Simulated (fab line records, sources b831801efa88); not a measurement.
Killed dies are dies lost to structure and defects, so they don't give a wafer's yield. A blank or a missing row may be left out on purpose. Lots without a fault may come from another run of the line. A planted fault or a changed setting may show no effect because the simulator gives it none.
A struck lot beside a sound one | flow sky130 | 22 steps out of a route of 708
Sound: wafers L490.1, L490.2, L490.5. Struck: wafers L487.2, L487.5, L487.6. The cause comes at the end.
At each step with rows: each side's tool, then ch and its chambers, then its first start. Under that, the readings that differ: sound wafers | struck wafers | difference of the means | sigmas: that difference in standard deviations of wafers without a fault.
alike: readings whose means differ by less than 2 such deviations, and words and numbers that are the same on both sides. not compared: withheld readings, readings that some wafer has no value for, bounds like >300 that may hide the same value, and numbers for which the record gives no deviation and whose values overlap.
The two part at a step that has a row with sigmas, a row that says differs or no value, or rows on one side only. Numbers that don't overlap but have no deviation are shown without sigmas and don't part them. A reading that every wafer of one side lacks parts them only if that side has two wafers or more.

SKY_METAL3_METAL_ETCH_18: etches the open film in Cl2/BCl3, stops on SiO2, target depth 845 nm, time 183.1 s.
  sound on rie_metal-04 ch 0,1, day 42 20:03; struck on rie_metal-02 ch 0,1, day 42 01:34
  reading                     | sound       | struck      | difference | sigmas
  drypump_motor_current_A (A) | 6.1 5.9 5.9 | 5.0 5.0 5.5 | -0.8       | -2
  alike: bcl3_flow_sccm, oes_product_au, throttle_valve_pct
  not compared: rf_hours_counter_h
SKY_METAL3_STRIP_19: strips in O2/N2.
  sound on plasma_asher-02 ch 0,1, day 42 20:13; struck on plasma_asher-01 ch 0,1, day 42 01:45
  alike: drypump_motor_current_A, oes_product_au, strip_time_to_endpoint_s
  not compared: rf_hours_counter_h
then, 4 steps without rows for these wafers: SKY_METAL3_STRIP_20 (strips in post etch residue remover, time 1200 s); SKY_METAL3_CLEAN_21 (cleans in IPA, time 180 s); SKY_METAL3_CLEAN_22 (cleans in O3/DIW); SKY_VIA3_HDPCVD_00 (deposits SiO2, target thk 1635 nm, time 272.5 s).
SKY_VIA3_THK_MEAS_01:
  sound on film_metro-03, day 42 20:59; struck on film_metro-04, day 42 02:31
  alike: VIA3_HDPCVD_THK
SKY_VIA3_CMP_02: polishes SiO2.
  sound on cmp-01 ch 0,1,3, day 42 21:09; struck on cmp-01 ch 0,1, day 42 02:34
  alike: motor_current_A, slurry_filter_dp_kPa, slurry_flow_ml_min
SKY_VIA3_BOW_MEAS_03:
  sound on film_metro-03, day 42 21:21; struck on film_metro-03, day 42 02:53
  alike: VIA3_BOW
then, 3 steps without rows for these wafers: SKY_VIA3_DEHYDRATE_04 (time 60 s); SKY_VIA3_HMDS_05 (prime time 60 s); SKY_VIA3_COAT_06 (resist thk 60 nm).
SKY_VIA3_COAT_07: resist thk 450 nm.
  sound on litho_track-03 ch 0, day 43 08:00; struck on litho_track-02 ch 0, day 42 14:00
  reading                                     | sound                | struck               | difference | sigmas
  spin_speed_rpm (rpm)                        | 3000.2 3003.0 2998.1 | 2950.1 2951.5 2954.1 | -48.5      | -24
  model.KrF-thick_of_VIA3_COAT_07.thk_nm (nm) | 450.3 450.8 450.9    | 454.1 454 453.9      | +3.3       |
  alike: chill_plate_temp_C
then, 4 steps without rows for these wafers: SKY_VIA3_SOFTBAKE_08 (time 90 s); SKY_VIA3_EXPOSE_09 (exposes mask VIM3, target cd 200 nm); SKY_VIA3_PEB_10; SKY_VIA3_DEVELOP_11 (develop time 60 s).
SKY_VIA3_CD_MEAS_12: target cd 200 nm.
  sound on cd_sem-01, day 43 19:59; struck on cd_sem-02, day 43 02:55
  alike: cd_nm
SKY_VIA3_OVL_MEAS_13:
  sound on overlay-02, day 43 20:07; struck on overlay-02, day 43 03:01
  alike: VIA3_OVL
SKY_VIA3_ETCH_14: etches BARC in N2/H2, stops on SiO2, time 45.9 s, target depth 60 nm.
  sound on rie_diel-02 ch 0,1,2, day 43 20:09; struck on rie_diel-04 ch 2,3, day 43 03:03
  reading                                     | sound             | struck            | difference | sigmas
  model.KrF-thick_of_VIA3_COAT_07.thk_nm (nm) | 394.1 393.2 395.5 | 397.4 396.5 397.3 | +2.8       |
  alike: drypump_motor_current_A, oes_product_au, throttle_valve_pct
  not compared: rf_hours_counter_h
SKY_VIA3_ETCH_15: etches SiO2 in C4F8/O2/Ar, stops on TiN, target depth 507 nm, time 78 s.
  sound on rie_diel-02 ch 0,1,2, day 43 20:11; struck on rie_diel-04 ch 2,3, day 43 03:05
  alike: oes_product_au
  not compared: rf_hours_counter_h
-- the record jumps here: 6 days lie between the struck wafers' starts before and after (it left off in module VIA3 and takes up again in module PAD_OPEN, whose first step shown is number 708 of the route) --
SKY_PAD_OPEN_PROBE_99:
  sound on prober-01, day 49 04:56; struck on prober-02, day 48 17:35
  alike: defect_limited_yield, killed_at_M0_to_M3, killed_at_M4_up, killed_at_contacts, killed_at_front_end, killed_at_other, killed_dies, killed_open, killed_short, sort_bin_3_pad_short, sort_bin_5_function, sort_bin_6_memory, sort_n_pass, sort_yield_pct

WHERE THEY PART
First at SKY_METAL3_METAL_ETCH_18; last, within this record, at SKY_VIA3_COAT_07. Later steps at which nothing parts them and some readings are alike: SKY_VIA3_CD_MEAS_12, SKY_VIA3_OVL_MEAS_13, SKY_VIA3_ETCH_14, SKY_VIA3_ETCH_15, SKY_PAD_OPEN_PROBE_99.

WHY: what the simulator had put in
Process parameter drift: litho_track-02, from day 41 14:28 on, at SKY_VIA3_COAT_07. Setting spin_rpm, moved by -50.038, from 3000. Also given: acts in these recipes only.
